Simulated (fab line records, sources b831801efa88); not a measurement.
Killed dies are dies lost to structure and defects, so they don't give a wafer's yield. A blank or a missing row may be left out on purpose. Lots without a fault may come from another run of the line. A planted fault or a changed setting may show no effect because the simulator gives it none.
A struck lot beside a sound one | flow sky130 | 17 steps out of a route of 708
Sound: wafers L382.1, L382.5, L382.6. Struck: wafers L398.3, L398.5. (L398.2 of the same lot was not struck and is left out.) The cause comes at the end.
At each step with rows: each side's tool, then ch and its chambers, then its first start. Under that, the readings that differ: sound wafers | struck wafers | difference of the means | sigmas: that difference in standard deviations of wafers without a fault.
alike: readings whose means differ by less than 2 such deviations, and words and numbers that are the same on both sides. not compared: withheld readings, readings that some wafer has no value for, bounds like >300 that may hide the same value, and numbers for which the record gives no deviation and whose values overlap.
The two part at a step that has a row with sigmas, a row that says differs or no value, or rows on one side only. Numbers that don't overlap but have no deviation are shown without sigmas and don't part them. A reading that every wafer of one side lacks parts them only if that side has two wafers or more.

SKY_SPACER_THK_MEAS_01:
  sound on film_metro-02, day 23 14:50; struck on film_metro-02, day 29 09:56
  alike: SPACER_CVD_00_THK
SKY_SPACER_ETCHBACK_02: etches Si3N4 in CH3F/O2, stops on SiO2, time 46.7 s, target depth 45 nm.
  sound on rie_diel-01 ch 0,3, day 23 14:53; struck on rie_diel-02 ch 1,2, day 29 09:59
  alike: drypump_motor_current_A, oes_product_au, throttle_valve_pct
  not compared: rf_hours_counter_h
then, 8 steps without rows for these wafers: SKY_POLY_CUT_DEHYDRATE_00 (time 60 s); SKY_POLY_CUT_HMDS_01 (prime time 60 s); SKY_POLY_CUT_COAT_02 (resist thk 60 nm); SKY_POLY_CUT_COAT_03 (resist thk 450 nm); SKY_POLY_CUT_SOFTBAKE_04 (time 90 s); SKY_POLY_CUT_EXPOSE_05 (exposes mask NPCM, target cd 270 nm); SKY_POLY_CUT_PEB_06; SKY_POLY_CUT_DEVELOP_07 (develop time 60 s).
SKY_POLY_CUT_CD_MEAS_08: target cd 270 nm.
  sound on cd_sem-01, day 24 20:10; struck on cd_sem-01, day 30 14:29
  alike: cd_nm
SKY_POLY_CUT_OVL_MEAS_09:
  sound on overlay-02, day 24 20:17; struck on overlay-02, day 30 14:36
  alike: POLY_CUT_OVL
SKY_POLY_CUT_ETCH_10: etches BARC in N2/H2, stops on SiO2, time 45.9 s, target depth 60 nm.
  sound on rie_diel-01 ch 0,2,3, day 24 20:20; struck on rie_diel-01 ch 2, day 30 14:38
  reading                                         | sound             | struck      | difference | sigmas
  model.KrF-thick_of_POLY_CUT_COAT_03.thk_nm (nm) | 407.7 406.2 406.8 | 416.6 415.1 | +9.0       |
  alike: drypump_motor_current_A, oes_product_au, throttle_valve_pct
  not compared: rf_hours_counter_h
SKY_POLY_CUT_ETCH_11: etches Si3N4 in CF4/CH2F2/Ar, stops on poly-Si, time 42.5 s, target depth 60 nm.
  sound on rie_diel-01 ch 0,2,3, day 24 20:22; struck on rie_diel-01 ch 2, day 30 14:40
  alike: drypump_motor_current_A, oes_product_au, throttle_valve_pct
  not compared: rf_hours_counter_h
SKY_POLY_CUT_STRIP_12: strips in O2/N2.
  sound on plasma_asher-03 ch 0,1, day 24 20:25; struck on plasma_asher-03 ch 0,1, day 30 14:43
  reading                      | sound             | struck      | difference | sigmas
  strip_time_to_endpoint_s (s) | 5.337 5.323 5.333 | 5.438 5.432 | +0.104     | +5
  alike: drypump_motor_current_A, oes_product_au
  not compared: rf_hours_counter_h
then, 1 step without rows for these wafers: SKY_SD_P_DEHYDRATE_00 (time 60 s).
-- the record jumps here: 20 days lie between the struck wafers' starts before and after (it left off in module SD_P and takes up again in module PAD_OPEN, whose first step shown is number 708 of the route) --
SKY_PAD_OPEN_PROBE_99:
  sound on prober-01, day 46 07:24; struck on prober-02, day 50 04:44
  alike: killed_at_M0_to_M3, killed_at_M4_up, killed_at_contacts, killed_at_front_end, killed_at_other, killed_dies, killed_open, killed_short

WHERE THEY PART
Only at SKY_POLY_CUT_STRIP_12, within this record. Later steps at which nothing parts them and some readings are alike: SKY_PAD_OPEN_PROBE_99.

WHY: what the simulator had put in
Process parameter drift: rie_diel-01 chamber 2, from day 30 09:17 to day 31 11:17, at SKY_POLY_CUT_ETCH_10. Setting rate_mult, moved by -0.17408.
